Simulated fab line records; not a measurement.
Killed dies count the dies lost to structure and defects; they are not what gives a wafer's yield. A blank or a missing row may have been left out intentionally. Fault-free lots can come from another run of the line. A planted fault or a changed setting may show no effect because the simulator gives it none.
Comparing a struck lot with a sound one | flow sky130 | 21 steps out of a route of 708
Sound: the wafers L917.2, L917.4, L917.5. Struck: wafers L909.2, L909.4, L909.6. At the end, the cause is stated.
For every step that has rows: the tool of each side, followed by ch and its chambers, followed by its first start. Under that, the readings that differ: sound wafers | struck wafers | difference of the means | sigmas: that difference in standard deviations of wafers without a fault.
alike: same words and numbers on both sides, and readings whose means sit less than 2 such deviations apart. not compared: any withheld reading, any reading some wafer has no value for, any bound like >300 that may hide the same value, and any number with overlapping values for which the record gives no deviation.
The two part at a step that has a row with sigmas, a row that says differs or no value, or rows on one side only. Non-overlapping numbers with no deviation appear without sigmas and do not part them. A reading that every wafer of one side lacks parts them only if that side has two wafers or more.

first, 1 step without rows for these wafers: SKY_RES_XHIGH_IMPLANT_07.
SKY_RES_XHIGH_STRIP_08: strips in O2/N2.
  sound on plasma asher-03 ch 1, day 34 04:20; struck on plasma asher-03 ch 0,1, day 32 05:31
  alike: drypump motor current A, oes product au, strip time to endpoint s
  not compared: rf hours counter h
SKY_RES_XHIGH_TW_MEAS_09:
  sound: film metro-01 at day 34 04:27; struck: film metro-03 at day 32 05:38
  reading      | sound          | struck         | difference | sigmas
  RES_XHIGH_TW | 1620 1619 1616 | 1637 1645 1648 | +25        | +2
then, 7 steps without rows for these wafers: SKY_SD_N_DEHYDRATE_00 (time 60 s); SKY_SD_N_HMDS_01 (prime time 60 s); SKY_SD_N_COAT_02 (resist thk 1140 nm); SKY_SD_N_SOFTBAKE_03 (time 60 s); SKY_SD_N_EXPOSE_04 (exposes mask NSDM, target cd 380 nm); SKY_SD_N_PEB_05; SKY_SD_N_DEVELOP_06 (develop time 60 s).
SKY_SD_N_CD_MEAS_07 targets a cd of 380 nm.
  sound: cd sem-02 at day 35 07:19; struck: cd sem-02 at day 33 07:59
  alike: cd nm
SKY_SD_N_OVL_MEAS_08:
  sound: overlay-02 at day 35 07:25; struck: overlay-01 at day 33 08:06
  alike: SD_N_OVL
SKY_SD_N_IMPLANT_09:
  sound on implanter-03 ch 0, day 35 07:29; struck on implanter-04 ch 0, day 33 08:10
  reading         | sound                         | struck                        | difference | sigmas
  beam energy keV | 50.031 50.027 50.033          | 49.988 49.993 49.979          | -0.044     | -3
  beam on s (s)   | 19.1 19.6 18.9                | 23.1 23.4 24.0                | +4.3       | +3
  dose ions cm2   | 4.003e+15 4.003e+15 3.999e+15 | 5.524e+15 5.525e+15 5.522e+15 | +1.522e+15 | +99 or more
next, for these wafers, 1 step has no rows: SKY_SD_N_IMPLANT_10.
SKY_SD_N_STRIP_11: strips in O2/N2.
  sound on plasma asher-04 ch 0,1, day 35 07:45; struck on plasma asher-02 ch 0,1, day 33 08:26
  reading                      | sound             | struck            | difference | sigmas
  oes product au (a.u.)        | 0.528 0.522 0.527 | 0.513 0.515 0.513 | -0.012     | -3
  strip time to endpoint s (s) | 22.48 22.51 22.51 | 23.52 23.49 23.47 | +0.99      | +31
  alike: drypump motor current A
  not compared: rf hours counter h
SKY_SD_N_TW_MEAS_12:
  sound: film metro-03 at day 35 07:52; struck: film metro-03 at day 33 08:32
  reading | sound          | struck         | difference | sigmas
  SD_N_TW | 4004 3969 3953 | 4041 4039 4030 | +61        | +2
then, 1 step without rows for these wafers: SKY_SD_N_CLEAN_13 (cleans in SC1/SC2, time 150 s).
SKY_SD_N_RTA_14: time 2 s.
  sound on rtp anneal-02 ch 0, day 35 07:58; struck on rtp anneal-01 ch 0, day 33 08:39
  alike: lamp power pct, wafer_temp_C_max
SKY_SD_N_RS_MEAS_16: measurement is done with a four-point probe.
  sound: film metro-02 at day 35 08:10; struck: film metro-01 at day 33 08:50
  reading          | sound             | struck            | difference | sigmas
  SD_N_RS (ohm/sq) | 68.72 68.66 68.62 | 65.92 65.87 65.92 | -2.76      | -17
SKY_SD_N_RS_MEAS_17: measurement is done with a four-point probe.
  sound: film metro-02 at day 35 08:17; struck: film metro-01 at day 33 08:57
  reading          | sound             | struck            | difference | sigmas
  SD_P_RS (ohm/sq) | 147.4 147.0 147.2 | 146.1 146.0 146.4 | -1.0       | -2
-- here the record skips 16 days between the struck wafers' starts before and after, leaving off in module SD_N and picking up in module PAD_OPEN (first step shown: number 708 of the route) --
SKY_PAD_OPEN_PROBE_99:
  sound: prober-01 at day 50 19:26; struck: prober-01 at day 49 13:35
  reading                                 | sound             | struck            | difference | sigmas
  model.etest.res ndiff.line ohm um       | 763.3 771.3 766.3 | 691.5 699.9 690.6 | -73.0      |
  model.etest.sonos uncharged.r on ohm um | 802.9 818.3 808.2 | 785.6 794.5 792.9 | -18.8      |
  model.etest.licon ndiff.rc ohm          | 182.8 176.9 184.4 | 167.4 164.6 170.2 | -14.0      |
  model.etest.res ndiff hv.rs ohm sq      | 115.2 116.1 114.8 | 106 105.6 105.7   | -10        |
  model.etest.res ndiff.rs ohm sq         | 121.2 120.9 121.7 | 111.8 113.3 111.7 | -9.0       |
  alike: killed_at_M0_to_M3, killed_at_M4_up, killed at contacts, killed at front end, killed at other, killed dies, killed open, killed short

## WHERE THEY PART
At SKY_RES_XHIGH_TW_MEAS_09 first; at SKY_SD_N_RS_MEAS_17 last (within this record only). Later steps at which nothing parts them and some readings are alike: SKY_PAD_OPEN_PROBE_99.

WHY: whatever the simulator had introduced
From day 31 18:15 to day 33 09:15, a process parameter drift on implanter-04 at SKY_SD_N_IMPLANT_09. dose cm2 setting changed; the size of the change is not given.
